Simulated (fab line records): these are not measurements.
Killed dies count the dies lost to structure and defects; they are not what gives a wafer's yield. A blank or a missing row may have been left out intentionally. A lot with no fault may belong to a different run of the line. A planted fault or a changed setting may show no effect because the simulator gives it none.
Struck lot and sound lot, side by side    flow gf180mcu    19 steps out of a route of 602
Sound: the wafers L408.3, L408.5, L408.6. Struck: wafer L416.2 (L416.3, L416.4, from the same lot, were not struck and are left out); the cause is given at the end.
At each step with rows: each side's tool, then ch and its chambers, then its first start. Under that, the readings that differ: sound wafers    struck wafers    difference of the means    sigmas: that difference in standard deviations of wafers without a fault.
alike: words and numbers the same on both sides, and readings whose means are apart by under 2 such deviations; not compared: readings that were withheld, readings missing a value for some wafer, numbers with overlapping values and no deviation given by the record, and bounds like >300 which may hide the same value.
Wherever a step has rows on one side only, a row that says differs or no value, or a row with sigmas, the two part there. When numbers do not overlap yet have no deviation, they are printed without sigmas and do not part them. A reading missing from all wafers of one side parts the sides only when that side holds two or more wafers.

GF_V5_CMP_26: polishes, stops on SiO2, t overpolish 15 s, target thk 0 nm.
  sound on cmp-01 ch 0,1,2, day 27 06:14; struck on cmp-01 ch 0, day 29 16:04
  alike: motor-current-A, overpolish-run-s, time-to-endpoint-s
GF_TOP_METAL_SPUTTER_00: material Ti, target thk 37.5 nm, time 150 s.
  sound on pvd-sputter-03 at day 27 06:26; struck on pvd-sputter-01 at day 29 16:22
  alike: throttle-valve-pct
then, 1 step without rows for these wafers: GF_TOP_METAL_SPUTTER_01 (material TiN, target thk 30 nm, time 25 s).
GF_TOP_METAL_SPUTTER_02: material AlCu, target thk 900 nm, time 47.82 s.
  sound on pvd-sputter-03 at day 27 06:34; struck on pvd-sputter-01 at day 29 16:30
  alike: throttle-valve-pct
GF_TOP_METAL_SPUTTER_03: material Ti, target thk 5 nm, time 3.3 s.
  sound on pvd-sputter-03 at day 27 06:37; struck on pvd-sputter-01 at day 29 16:32
  alike: throttle-valve-pct
GF_TOP_METAL_SPUTTER_04: material TiN, target thk 25 nm, time 20.8 s.
  sound on pvd-sputter-03 at day 27 06:38; struck on pvd-sputter-01 at day 29 16:34
  alike: throttle-valve-pct
GF_TOP_METAL_RS_MEAS_05: measures by four-point-probe.
  sound on film-metro-01 at day 27 06:43; struck on film-metro-02 at day 29 16:37
  alike: TOP_METAL_ALCU_RS
GF_TOP_METAL_THK_MEAS_06: measures by xrf.
  sound on film-metro-01 at day 27 06:49; struck on film-metro-02 at day 29 16:43
reading                  sound        struck  difference  sigmas
TOP_METAL_ALCU_THK (nm)  917 922 910  893     -23         -2
then, 4 steps without rows for these wafers: GF_TOP_METAL_DEHYDRATE_07 (time 60 s); GF_TOP_METAL_HMDS_08 (prime time 60 s); GF_TOP_METAL_COAT_09 (resist thk 1500 nm); GF_TOP_METAL_SOFTBAKE_10 (time 60 s).
GF_TOP_METAL_EXPOSE_11: exposes mask MetalTop, target cd 440 nm.
  sound on iline-stepper-01 ch 0, day 27 16:31; struck on iline-stepper-02 ch 0, day 30 00:28
  alike: mask
next, for these wafers, 1 step has no rows: GF_TOP_METAL_PEB_12.
GF_TOP_METAL_DEVELOP_13: develop time 58.26 s.
  sound on litho-track-01 ch 0, day 28 02:09; struck on litho-track-01 ch 0, day 30 10:13
reading                     sound            struck  difference  sigmas
model.TOP_METAL.cd-nm (nm)  440.5 440.4 442  348.7   -92.3       
  alike: exhaust-pa
GF_TOP_METAL_CD_MEAS_14 targets a cd of 440 nm.
  sound on cd-sem-01 at day 28 02:17; struck on cd-sem-01 at day 30 10:22
reading     sound              struck  difference  sigmas
cd-nm (nm)  440.4 440.2 441.8  348.5   -92.3       -37
GF_TOP_METAL_OVL_MEAS_15:
  sound on overlay-02 at day 28 02:23; struck on overlay-01 at day 30 10:28
  alike: TOP_METAL_OVL
GF_TOP_METAL_METAL_ETCH_16: etches the open film in Cl2/BCl3, stops on SiO2, target depth 1077.5 nm, time 179.6 s.
  sound on rie-metal-01 ch 0,1, day 28 02:28; struck on rie-metal-01 ch 1, day 30 10:30
reading                     sound              struck  difference                    sigmas
rf-hours-counter-h (h)      - - -              8       no value on the sound wafers  
model.TOP_METAL.cd-nm (nm)  435.2 433.6 434.9  336     -99                           
  alike: drypump-motor-current-A, oes-product-au, throttle-valve-pct
then, 1 step without rows for these wafers: GF_TOP_METAL_STRIP_17 (strips in O2/N2).

## WHERE THEY PART
Earliest at GF_TOP_METAL_THK_MEAS_06; latest, in this record, at GF_TOP_METAL_METAL_ETCH_16.

WHY: the cause the simulator had injected
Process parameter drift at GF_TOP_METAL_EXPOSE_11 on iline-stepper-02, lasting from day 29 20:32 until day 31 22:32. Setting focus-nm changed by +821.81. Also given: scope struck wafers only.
